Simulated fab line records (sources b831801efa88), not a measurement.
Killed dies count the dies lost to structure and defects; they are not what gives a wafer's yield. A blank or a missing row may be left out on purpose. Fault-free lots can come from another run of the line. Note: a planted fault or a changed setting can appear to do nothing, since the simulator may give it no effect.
fab line records	flow sky130
record: lots: 13	wafers: 39	last-day: 50
route steps=708 shown VT_ADJUST_LVTN@115 SONOS_TUNNEL@164 SONOS_ONO@183 SD_N@358 PAD_OPEN@708
lots with no fault: from the same line, run without faults
start-h: the number of hours between the record's first day and the start of the first shown wafer of the lot	wait-h: how many hours have passed since the lot's step before this one	" same as the row above	L1.1+2: a single row standing in for several wafers	- either no value or no given start	* or withheld: withheld	< > ~ a bound
route shown NAME@n: names a module that has steps shown in the file, with the first one's number in the route	usual: mean and standard deviation over wafers with no fault	same: alike in all rows	chamber/n: place in a boat	sites: each site's reading	_std_site: the standard deviation of these	_edge_site: outer sites' mean less inner sites'	radius-mm: for every site, how far away it sits from the centre of the wafer	mask NAME#n: copy n	behind: the most recent tool/chamber to have shaped the wafer	hold: what put the lot on hold/how long, in hours/how the hold closed	device: whichever transistor did not switch (one of n, p or np)	end of line: the route-end tests of the same wafers	where a step has no rows: the recipe by itself	killed: dies that structure and defects cost at the first sort, which is not the same as the wafer's yield	map: per-die view of a wafer (x killed, . not killed, _ where there is no die)
set.NAME: the setting as run; set.NAME@STEP: as run at that earlier step	model.NAME: the simulator's own value behind a step, which no gauge read
the route's steps for a sample of lots (tables are steps, rows are wafers)
services: from which hour (start-h, from the record's first day; less than 0 if before it) a tool's chamber was out of use, for how many hours, and why
== steps ==
step: SKY_VT_ADJUST_LVTN_OVL_MEAS_18
usual: VT_ADJUST_LVTN_01_OVL: 0.8/1.3
lot.wafer	tool	chamber	start-h	wait-h	VT_ADJUST_LVTN_01_OVL[nm]
L493.3	overlay-02	-	168.04	0.1	2.0
L493.4	"	-	"	"	2.3
L493.6	"	-	"	"	2.2
L494.2	overlay-01	-	173.41	0.1	-0.6
L494.3	"	-	"	"	-0.7
L494.5	"	-	"	"	-0.6
L498.2	overlay-02	-	196.81	0.1	3.0
L498.3	"	-	"	"	4.1
L498.5	"	-	"	"	3.6
L499.1	overlay-01	-	202.89	0.1	0.3
L499.4	"	-	"	"	0.2
L499.5	"	-	"	"	-1.2
L505.1	overlay-02	-	241.93	0.1	1.6
L505.3	"	-	"	"	1.8
L505.4	"	-	"	"	3.1
L506.1	overlay-01	-	250.14	0.1	1.7
L506.2	"	-	"	"	0.3
L506.3	"	-	"	"	-0.4
L507.1	overlay-01	-	253.29	0.1	1.0
L507.4	"	-	"	"	1.7
L507.6	"	-	"	"	-0.1
L508.1	overlay-01	-	260.34	0.1	3.2
L508.2	"	-	"	"	0.4
L508.4	"	-	"	"	0.2
L511.2	overlay-01	-	280.20	0.1	-0.8
L511.3	"	-	"	"	-0.4
L511.5	"	-	"	"	-0.4
L513.2	overlay-01	-	294.39	0.1	0.4
L513.3	"	-	"	"	0.8
L513.4	"	-	"	"	0.4
L514.1	overlay-02	-	302.80	0.1	3.8
L514.3	"	-	"	"	0.9
L514.4	"	-	"	"	2.9
L515.2	overlay-01	-	310.34	0.1	-1.2
L515.3	"	-	"	"	-0.6
L515.5	"	-	"	"	0.6
L516.1	overlay-01	-	312.63	0.1	2.0
L516.5	"	-	"	"	1.6
L516.6	"	-	"	"	4.2
step: SKY_SONOS_TUNNEL_WET_ETCH_10
recipe: chemistry: dHF	target-depth-nm: 14	target: SiO2	dilution: 100:1	temp-c: 25	time-s: 280
usual: bath-heat-duty-pct: 6.5/0.63	run-length-s: 308/3.4
lot.wafer	tool	chamber	start-h	wait-h	bath-heat-duty-pct	run-length-s
L493.3	wet-bench-03	2	255.10	0.1	6.7	307
L493.4	"	2	"	"	5.4	307
L493.6	"	2	"	"	6.4	307
L494.2	wet-bench-02	3	261.09	0.1	6.7	306
L494.3	"	3	"	"	6.6	306
L494.5	"	3	"	"	6.1	306
L498.2	wet-bench-03	3	288.05	0.1	-	-
L498.3	"	3	"	"	-	-
L498.5	"	3	"	"	-	-
L499.1	wet-bench-02	2	293.45	0.1	-	-
L499.4	"	2	"	"	-	-
L499.5	"	2	"	"	-	-
L505.1	wet-bench-02	2	342.50	0.1	6.7	314
L505.3	"	2	"	"	7.4	314
L505.4	"	2	"	"	6.5	314
L506.1	wet-bench-01	2	352.60	0.1	5.6	313
L506.2	"	2	"	"	6.0	313
L506.3	"	2	"	"	5.5	313
L507.1	wet-bench-01	1	355.85	0.1	6.9	313
L507.4	"	1	"	"	7.3	313
L507.6	"	1	"	"	7.5	313
L508.1	wet-bench-03	1	362.39	0.1	6.8	305
L508.2	"	1	"	"	5.5	305
L508.4	"	1	"	"	6.8	305
L511.2	wet-bench-02	3	386.60	0.2	7.1	306
L511.3	"	3	"	"	7.1	306
L511.5	"	3	"	"	6.0	306
L513.2	wet-bench-03	0	403.14	0.1	7.1	315
L513.3	"	0	"	"	7.7	315
L513.4	"	0	"	"	7.3	315
L514.1	wet-bench-02	3	413.24	0.1	6.8	307
L514.3	"	3	"	"	6.4	307
L514.4	"	3	"	"	6.9	307
L515.2	wet-bench-01	1	422.90	0.1	6.9	307
L515.3	"	1	"	"	7.0	307
L515.5	"	1	"	"	6.9	307
L516.1	wet-bench-02	2	426.14	0.1	6.4	307
L516.5	"	2	"	"	5.8	307
L516.6	"	2	"	"	6.3	307
step: SKY_SONOS_ONO_ETCH_15
recipe: target-depth-nm: 19.52	chemistry: CHF3/O2	source-w: 600	bias-w: 200	pressure-mtorr: 40	chf3-flow-sccm: 50	O2_flow_sccm: 5	time-s: 7.8
usual: O2_flow_sccm: 4.998/0.014	bias-w: 200.0/0.62	drypump-motor-current-A: 5.7/0.41	oes-product-au: 1.001/0.0079	throttle-valve-pct: 8.825/0.0097
lot.wafer	tool	chamber	start-h	wait-h	O2_flow_sccm	bias-w	drypump-motor-current-A	oes-product-au	rf-hours-counter-h	throttle-valve-pct
L493.3	rie-diel-02	0	286.35	0.0	4.993	200.6	5.5	1.003	31	8.828
L493.4	"	2	"	"	4.990	200.3	6.5	0.992	116	8.831
L493.6	"	3	"	"	4.989	200.0	5.7	1.007	-	8.828
L494.2	rie-diel-02	0	292.70	0.0	5.002	200.4	5.5	0.990	31	8.842
L494.3	"	3	"	"	5.036	200.4	5.6	1.013	102	8.825
L494.5	"	2	"	"	5.005	201.2	6.4	1.006	-	8.804
L505.1	rie-diel-02	0	375.19	0.0	5.000	199.9	5.5	0.990	33	8.813
L505.3	"	1	"	"	5.012	200.0	5.6	0.993	23	8.817
L505.4	"	3	"	"	4.992	200.7	5.6	0.998	103	8.827
L506.1	rie-diel-01	1	384.74	0.0	4.992	200.2	5.3	0.992	88	8.808
L506.2	"	0	"	"	4.988	200.3	5.7	0.988	0	8.830
L506.3	"	3	"	"	5.009	199.2	5.9	0.999	20	8.828
L507.1	rie-diel-04	0	391.24	0.0	4.978	199.9	4.8	0.989	7	8.817
L507.4	"	1	"	"	5.023	200.7	5.2	0.991	63	8.834
L507.6	"	0	"	"	5.013	201.5	4.8	1.001	-	8.813
L508.1	rie-diel-04	2	394.80	0.0	5.005	200.4	5.6	1.011	6	8.828
L508.2	"	0	"	"	5.004	199.5	4.8	0.998	7	8.833
L508.4	"	3	"	"	5.016	200.4	5.5	1.009	14	8.832
L511.2	rie-diel-01	1	422.55	0.0	4.990	200.4	5.3	1.005	88	8.836
L511.3	"	2	"	"	5.002	200.3	6.0	1.007	1	8.829
L511.5	"	1	"	"	4.998	200.0	5.4	1.018	-	8.830
L513.2	rie-diel-04	3	438.64	0.0	5.002	199.1	5.5	1.012	15	8.823
L513.3	"	2	"	"	4.975	199.8	5.6	1.003	7	8.805
L513.4	"	1	"	"	4.996	199.9	5.1	0.991	64	8.822
L514.1	rie-diel-01	0	448.76	0.0	4.996	199.7	5.7	0.998	1	8.824
L514.3	"	3	"	"	5.007	199.3	5.9	1.007	21	8.836
L514.4	"	2	"	"	5.015	200.1	6.0	1.002	1	8.837
L515.2	rie-diel-02	2	459.15	0.0	5.000	199.8	6.5	1.003	2	8.841
L515.3	"	1	"	"	5.025	200.0	5.6	1.000	25	8.824
L515.5	"	2	"	"	5.022	200.1	6.5	1.004	-	8.814
L516.1	rie-diel-02	1	464.35	0.0	5.013	199.9	5.6	0.991	25	8.807
L516.5	"	2	"	"	4.979	201.3	6.4	0.992	-	8.836
L516.6	"	3	"	"	4.991	199.2	5.6	0.994	-	8.827
step: SKY_SD_N_RS_MEAS_16
recipe: thk-meas-gauge: four-point-probe
usual: SD_N_RS: 68.63/0.12
lot.wafer	tool	chamber	start-h	wait-h	SD_N_RS[ohm/sq]
L493.3	film-metro-04	-	652.52	0.1	68.69
L493.4	"	-	"	"	68.56
L493.6	"	-	"	"	68.61
L494.2	film-metro-04	-	658.45	0.1	68.54
L494.3	"	-	"	"	68.67
L494.5	"	-	"	"	68.58
L505.1	film-metro-02	-	745.29	0.1	68.82
L505.3	"	-	"	"	68.74
L505.4	"	-	"	"	68.75
L506.1	film-metro-01	-	756.83	0.1	68.76
L506.2	"	-	"	"	68.71
L506.3	"	-	"	"	68.47
L507.1	film-metro-02	-	760.48	0.1	68.74
L507.4	"	-	"	"	68.73
L507.6	"	-	"	"	68.82
L508.1	film-metro-01	-	765.63	0.1	68.39
L508.2	"	-	"	"	68.64
L508.4	"	-	"	"	68.49
L511.2	film-metro-02	-	789.81	0.1	68.78
L511.3	"	-	"	"	68.86
L511.5	"	-	"	"	68.66
L513.2	film-metro-02	-	801.65	0.1	68.61
L513.3	"	-	"	"	68.83
L513.4	"	-	"	"	68.65
L514.1	film-metro-02	-	811.53	0.1	68.63
L514.3	"	-	"	"	68.77
L514.4	"	-	"	"	68.52
L515.2	film-metro-04	-	817.43	0.1	68.56
L515.3	"	-	"	"	68.68
L515.5	"	-	"	"	68.77
L516.1	film-metro-02	-	822.84	0.1	68.74
L516.5	"	-	"	"	68.80
L516.6	"	-	"	"	68.60
step: SKY_PAD_OPEN_PROBE_99
usual: killed_at_M0_to_M3: 43/8	killed_at_M4_up: 2.9/1.6	killed-at-contacts: 26/5.2	killed-at-front-end: 15/4.3	killed-at-other: 0.3/0.56	killed-dies: 87/10	killed-on-rim: 17/3.7	killed-open: 48/6.9	killed-short: 40/6.5
same: gross-dies: 492	killed-at-back-side: 0
lot.wafer	tool	chamber	start-h	wait-h	killed_at_M0_to_M3	killed_at_M4_up	killed-at-contacts	killed-at-front-end	killed-at-other	killed-dies	killed-on-rim	killed-open	killed-short
L498.2	prober-01	-	1106.26	0.1	41	3	35	413	0	492	96	50	41
L498.3	prober-01	-	1106.31	0.2	50	2	26	414	0	492	96	48	47
L498.5	prober-01	-	1106.41	0.2	34	5	22	431	0	492	96	35	37
L499.1	prober-01	-	1111.46	0.1	46	2	41	403	0	492	96	56	47
L499.4	prober-01	-	1111.61	0.2	47	2	26	416	1	492	96	46	46
L499.5	prober-01	-	1111.66	0.2	44	1	32	415	0	492	96	51	48
L508.1	prober-02	-	1161.56	0.1	52	6	33	19	0	110	20	57	53
L508.2	prober-02	-	1161.61	0.1	36	3	26	10	0	75	21	41	34
L508.4	prober-02	-	1161.71	0.2	36	4	29	14	1	84	8	41	43
killed by level:class
L498.2 SONOS_TUNNEL:area-etch=401 CONTACT:geometric-particle:open=12 LI_CONTACT:geometric-particle:open=12 VIA1:geometric-particle:open=9 METAL2:geometric-particle:short=8 CONTACT:geometric-particle:short=6 VIA2:geometric-particle:open=5 FIELD_ISO:geometric-particle:open=4
L498.3 SONOS_TUNNEL:area-etch=397 VIA1:geometric-particle:short=10 METAL2:geometric-particle:short=10 LI_CONTACT:geometric-particle:open=9 CONTACT:geometric-particle:open=9 VIA1:geometric-particle:open=9 FIELD_ISO:geometric-particle:open=5 POLY_GATE:geometric-particle:short=4
L498.5 SONOS_TUNNEL:area-etch=420 LI_CONTACT:geometric-particle:open=8 CONTACT:geometric-particle:open=7 VIA1:geometric-particle:open=7 METAL3:geometric-particle:short=6 FIELD_ISO:geometric-particle:short=5 VIA2:geometric-particle:open=5 CONTACT:geometric-particle:short=4
L499.1 SONOS_TUNNEL:area-etch=389 CONTACT:geometric-particle:open=15 LI_CONTACT:geometric-particle:open=9 METAL1:geometric-particle:short=9 VIA1:geometric-particle:open=8 LI_CONTACT:geometric-particle:short=7 VIA3:geometric-particle:open=7 METAL2:geometric-particle:short=6
L499.4 SONOS_TUNNEL:area-etch=400 CONTACT:geometric-particle:open=10 VIA2:geometric-particle:open=9 VIA1:geometric-particle:open=8 METAL2:geometric-particle:short=7 FIELD_ISO:geometric-particle:short=6 METAL1:geometric-particle:short=6 VIA1:geometric-particle:short=6
L499.5 SONOS_TUNNEL:area-etch=393 VIA2:geometric-particle:open=13 CONTACT:geometric-particle:open=9 LI_CONTACT:geometric-particle:open=8 FIELD_ISO:geometric-particle:short=6 LOCAL_INTERCONNECT:geometric-particle:short=6 METAL1:geometric-particle:short=5 VIA2:geometric-particle:short=5
L508.1 CONTACT:geometric-particle:open=18 VIA1:geometric-particle:open=13 METAL2:geometric-particle:short=7 VIA2:geometric-particle:open=7 VIA1:geometric-particle:short=7 LI_CONTACT:geometric-particle:open=6 VIA2:geometric-particle:short=5 POLY_GATE:geometric-particle:short=5
L508.2 CONTACT:geometric-particle:open=12 VIA2:geometric-particle:short=9 VIA1:geometric-particle:open=8 LI_CONTACT:geometric-particle:open=6 METAL2:geometric-particle:short=5 METAL1:geometric-particle:short=4 FIELD_ISO:geometric-particle:open=3 POLY_GATE:geometric-particle:short=3
L508.4 CONTACT:geometric-particle:open=13 POLY_GATE:geometric-particle:short=7 LI_CONTACT:geometric-particle:open=6 VIA1:geometric-particle:open=6 VIA3:geometric-particle:open=6 CONTACT:geometric-particle:short=5 METAL1:geometric-particle:short=5 POLY_GATE:geometric-particle:open=4
== services ==
tool	chamber	start-h	hours	kind
wet-bench-03	-	234.97	2.0	repair
rie-diel-02	1	240.97	2.8	repair
rie-diel-02	1	251.94	2.6	repair
rie-diel-01	-	272.70	0.8	repair
wet-bench-03	-	280.73	0.6	repair
wet-bench-01	-	296.41	4.1	repair
rie-diel-01	3	297.03	15.4	repair
rie-diel-01	1	305.50	41.7	repair
rie-diel-04	-	308.57	23.2	repair
rie-diel-01	-	309.60	2.8	repair
rie-diel-01	0	329.06	7.9	repair
wet-bench-01	-	338.92	1.9	pm
rie-diel-02	2	350.93	2.0	repair
rie-diel-04	3	364.72	3.2	repair
rie-diel-04	1	370.24	3.4	repair
wet-bench-03	-	382.21	1.9	pm
wet-bench-02	-	400.31	1.1	repair
rie-diel-02	0	404.60	12.5	repair
rie-diel-02	3	405.23	4.7	repair
rie-diel-04	-	419.37	0.4	repair
rie-diel-02	2	433.69	13.8	repair
rie-diel-02	0	434.67	14.4	repair
rie-diel-02	3	447.02	7.5	repair
rie-diel-02	3	459.32	4.9	repair
== key ==
first-sign: step: SKY_SONOS_TUNNEL_WET_ETCH_10	reading: tool-record	direction: missing
effect: step: SKY_PAD_OPEN_PROBE_99	reading: killed-at-front-end	direction: up	sigmas: 94	usual: 15	struck: 415
more-kills-born-at: SKY_SONOS_TUNNEL_WET_ETCH_10@wet-bench-03: 1218	SKY_SONOS_TUNNEL_WET_ETCH_10@wet-bench-02: 1182
met-at SKY_SONOS_TUNNEL_WET_ETCH_10
struck-lots L498,L499
later-rows-left-out L498.2,L498.3,L498.5,L499.1,L499.4,L499.5
tester-left-out L498,L499
not-acting-at SKY_VT_ADJUST_LVTN_OVL_MEAS_18,SKY_SONOS_ONO_ETCH_15,SKY_SD_N_RS_MEAS_16
onset-between 261.09 288.05
fault: kind: skipped-step-whole	tool: wet-bench-02,wet-bench-03	chamber: -	onset-h: 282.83	steps: SKY_SONOS_TUNNEL_WET_ETCH_10	scope: struck-lots-only
tester-left-out: of these lots the tester's yield and bins aren't shown, on N5 and GAA mostly nor the transistor test; their killed dies are dies lost to structure and defects alone, not to doping, threshold or leakage, so they don't give the yield
later-rows-left-out: the simulator's readings of these wafers behind a module that went badly wrong aren't trusted and aren't shown, but for the sort
